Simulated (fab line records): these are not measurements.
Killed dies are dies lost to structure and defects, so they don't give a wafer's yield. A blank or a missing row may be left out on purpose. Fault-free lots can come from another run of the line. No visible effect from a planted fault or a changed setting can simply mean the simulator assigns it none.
Struck lot and sound lot, side by side	flow sfqLine	24 steps out of a route of 325
Sound: these wafers, L778.1, L778.4, L778.6. Wafers L780.2, L780.4, L780.5 were the ones struck. At the end, the cause is stated.
Each step with rows lists, per side, the tool, then ch with its chambers, then its first start. Under that, the readings that differ: sound wafers	struck wafers	difference of the means	sigmas: that difference in standard deviations of wafers without a fault.
alike: words and numbers the same on both sides, and readings whose means are apart by under 2 such deviations; not compared: readings that were withheld, readings missing a value for some wafer, numbers with overlapping values and no deviation given by the record, and bounds like >300 which may hide the same value.
The two part at a step that has a row with sigmas, a row that says differs or no value, or rows on one side only. Numbers that have no deviation but don't overlap get no sigmas and don't part them. A reading missing from all wafers of one side parts the sides only when that side holds two or more wafers.

first, 6 steps without rows for these wafers: SFQ_TRILAYER_C5_LITHO_COAT_156 (resist thk 62 nm); SFQ_TRILAYER_C5_LITHO_COAT_151 (resist thk 650 nm); SFQ_TRILAYER_C5_LITHO_SOFTBAKE_155; SFQ_TRILAYER_C5_LITHO_EXPOSE_152 (exposes mask C5, target cd 500 nm); SFQ_TRILAYER_C5_LITHO_PEB_154 (peb time 60 s); SFQ_TRILAYER_C5_LITHO_DEVELOP_153 (time 60 s).
SFQ_C5_OVL_MEAS_937:
  sound on overlay-02 at day 57 07:03; struck on overlay-01 at day 57 19:28
  alike: C5_OVL
SFQ_TRILAYER_C5_BARC_OPEN_VIA_ETCH_210: etches BARC in O2, target depth 125 nm, time 41.7 s.
  sound on rieDiel-01 ch 1, day 57 07:05; struck on rieDiel-04 ch 0,2, day 57 19:29
  alike: drypumpMotorCurrentA, oesProductAu
  not compared: rfHoursCounterH
SFQ_TRILAYER_C5_ETCH_VIA_ETCH_154: etches SiO2 in CHF3, stops on Nb, target depth 84 nm.
  sound on rieDiel-01 ch 1, day 57 07:08; struck on rieDiel-04 ch 0,2, day 57 19:32
  alike: drypumpMotorCurrentA, oesProductAu
SFQ_TRILAYER_C5_STRIP_STRIP_155: strips in O2.
  sound on rieMetal-03 ch 0,1, day 57 07:13; struck on rieMetal-03 ch 1, day 57 19:35
  alike: drypumpMotorCurrentA, oesProductAu, platenTempC
  not compared: rfHoursCounterH
then, 2 steps without rows for these wafers: SFQ_TRILAYER_C5_STRIP_SOLV_CLEAN_156 (cleans in NMP, time 600 s); SFQ_TRILAYER_M6_DEP_PRE_CLEAN_158 (time 22.5 s).
SFQ_TRILAYER_M6_DEP_SPUTTER_157: material Nb, target thk 200 nm, time 133.3 s.
  sound on pvdSputter-05 at day 57 08:01; struck on pvdSputter-03 at day 57 20:38
  alike: throttleValvePct
SFQ_M6_RS_MEAS_938: uses a four-point probe to measure.
  sound on filmMetro-02 at day 57 08:07; struck on filmMetro-04 at day 57 20:45
reading	sound	struck	difference	sigmas
M6_NB_RS (ohm/sq)	0.895 0.908 0.907	0.439 0.447 0.445	-0.460	-46
then, 6 steps without rows for these wafers: SFQ_TRILAYER_M6_LITHO_COAT_164 (resist thk 62 nm); SFQ_TRILAYER_M6_LITHO_COAT_159 (resist thk 600 nm); SFQ_TRILAYER_M6_LITHO_SOFTBAKE_163; SFQ_TRILAYER_M6_LITHO_EXPOSE_160 (exposes mask M6, target cd 500 nm); SFQ_TRILAYER_M6_LITHO_PEB_162 (peb time 60 s); SFQ_TRILAYER_M6_LITHO_DEVELOP_161 (time 60 s).
SFQ_M6_OVL_MEAS_940:
  sound on overlay-01 at day 58 16:46; struck on overlay-02 at day 59 05:58
  alike: M6_OVL
SFQ_TRILAYER_M6_BARC_OPEN_METAL_ETCH_206: etches BARC in O2, target depth 125 nm, time 41.7 s.
  sound on rieMetal-01 ch 0,1, day 58 16:47; struck on rieMetal-04 ch 0,1, day 59 05:59
  alike: drypumpMotorCurrentA, oesProductAu
  not compared: rfHoursCounterH
SFQ_TRILAYER_M6_ETCH_METAL_ETCH_162: etches Nb in Cl2/Ar, stops on SiO2, target depth 240 nm, time 120 s.
  sound on rieMetal-01 ch 0,1, day 58 16:51; struck on rieMetal-04 ch 0,1, day 59 06:03
reading	sound	struck	difference	sigmas
oesProductAu (a.u.)	0.890 0.889 0.885	1.011 1.018 1.002	+0.122	+18
model.M6.featureDepthNm (nm)	199 196.5 196.6	242.6 248.7 239.1	+46.1	
model.etch.depthNm (nm)	199 196.5 196.6	242.6 248.7 239.1	+46.1	
  alike: drypumpMotorCurrentA
  not compared: rfHoursCounterH
SFQ_TRILAYER_M6_STRIP_STRIP_163: strips in O2.
  sound on rieMetal-01 ch 0,1, day 58 16:59; struck on rieMetal-04 ch 0,1, day 59 06:11
  alike: drypumpMotorCurrentA, oesProductAu, platenTempC
  not compared: rfHoursCounterH

== WHERE THEY PART ==
First at SFQ_M6_RS_MEAS_938; last, within this record, at SFQ_TRILAYER_M6_ETCH_METAL_ETCH_162. Later steps at which nothing parts them and some readings are alike: SFQ_TRILAYER_M6_STRIP_STRIP_163.

WHY: whatever the simulator had introduced
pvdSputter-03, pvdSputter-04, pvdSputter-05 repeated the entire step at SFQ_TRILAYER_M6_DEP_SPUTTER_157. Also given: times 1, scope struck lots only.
